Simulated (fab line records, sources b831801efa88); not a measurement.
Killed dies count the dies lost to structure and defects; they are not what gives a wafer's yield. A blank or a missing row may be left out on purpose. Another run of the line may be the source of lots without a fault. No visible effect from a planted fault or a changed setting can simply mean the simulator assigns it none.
Comparing a struck lot with a sound one | flow sky130 | 15 steps out of a route of 708
Sound: the wafers L642.2, L642.3, L642.5. Wafers struck: L634.1, L634.3, L634.5. The cause comes at the end.
At each step with rows: each side's tool, then ch and its chambers, then its first start. Under that, the readings that differ: sound wafers | struck wafers | difference of the means | sigmas: that difference in standard deviations of wafers without a fault.
alike: same words and numbers on both sides, and readings whose means sit less than 2 such deviations apart. not compared: any withheld reading, any reading some wafer has no value for, any bound like >300 that may hide the same value, and any number with overlapping values for which the record gives no deviation.
A row with sigmas, a row that says differs or no value, or rows on one side alone: a step with any of these is where the two part. When numbers do not overlap yet have no deviation, they are printed without sigmas and do not part them. A reading that every wafer of one side lacks parts them only if that side has two wafers or more.

first, 1 step without rows for these wafers: SKY_LDD_N_IMPLANT_15.
SKY_LDD_N_STRIP_16: strips in O2/N2.
  sound on plasmaAsher-04 ch 0,1, day 24 07:04; struck on plasmaAsher-01 ch 1, day 22 05:27
  alike: drypumpMotorCurrentA, oesProductAu, stripTimeToEndpointS
  not compared: rfHoursCounterH
SKY_LDD_N_TW_MEAS_17:
  sound on filmMetro-01, day 24 07:10; struck on filmMetro-01, day 22 05:33
  alike: LDD_N_TW
then, 7 steps without rows for these wafers: SKY_LDD_P_DEHYDRATE_00 (time 60 s); SKY_LDD_P_HMDS_01 (prime time 60 s); SKY_LDD_P_COAT_02 (resist thk 1140 nm); SKY_LDD_P_SOFTBAKE_03 (time 60 s); SKY_LDD_P_EXPOSE_04 (exposes mask PSDM, target cd 380 nm); SKY_LDD_P_PEB_05; SKY_LDD_P_DEVELOP_06 (develop time 60 s).
SKY_LDD_P_CD_MEAS_07: the cd target is 380 nm.
  sound on cdSem-01, day 25 11:24; struck on cdSem-02, day 23 11:35
  alike: cdNm
SKY_LDD_P_OVL_MEAS_08:
  sound on overlay-01, day 25 11:31; struck on overlay-01, day 23 11:42
  alike: LDD_P_OVL
SKY_LDD_P_IMPLANT_09:
  sound on implanter-03 ch 0, day 25 11:34; struck on implanter-04, day 23 11:44
  no value came back on the struck wafers for beamEnergyKeV, beamOnS (s); on the sound wafers beamEnergyKeV reads 25.000 24.998 25.007
SKY_LDD_P_STRIP_10: strips in O2/N2.
  sound on plasmaAsher-04 ch 1, day 25 11:41; struck on plasmaAsher-02 ch 0,1, day 23 11:53
  alike: drypumpMotorCurrentA, oesProductAu, stripTimeToEndpointS
  not compared: rfHoursCounterH
SKY_LDD_P_TW_MEAS_11:
  sound on filmMetro-04, day 25 11:48; struck on filmMetro-03, day 23 11:59
reading  | sound       | struck   | difference | sigmas
LDD_P_TW | 639 644 641 | 30 30 30 | -611       | -96

== WHERE THEY PART ==
Earliest at SKY_LDD_P_IMPLANT_09; latest, in this record, at SKY_LDD_P_TW_MEAS_11.

WHY: what had been put in by the simulator
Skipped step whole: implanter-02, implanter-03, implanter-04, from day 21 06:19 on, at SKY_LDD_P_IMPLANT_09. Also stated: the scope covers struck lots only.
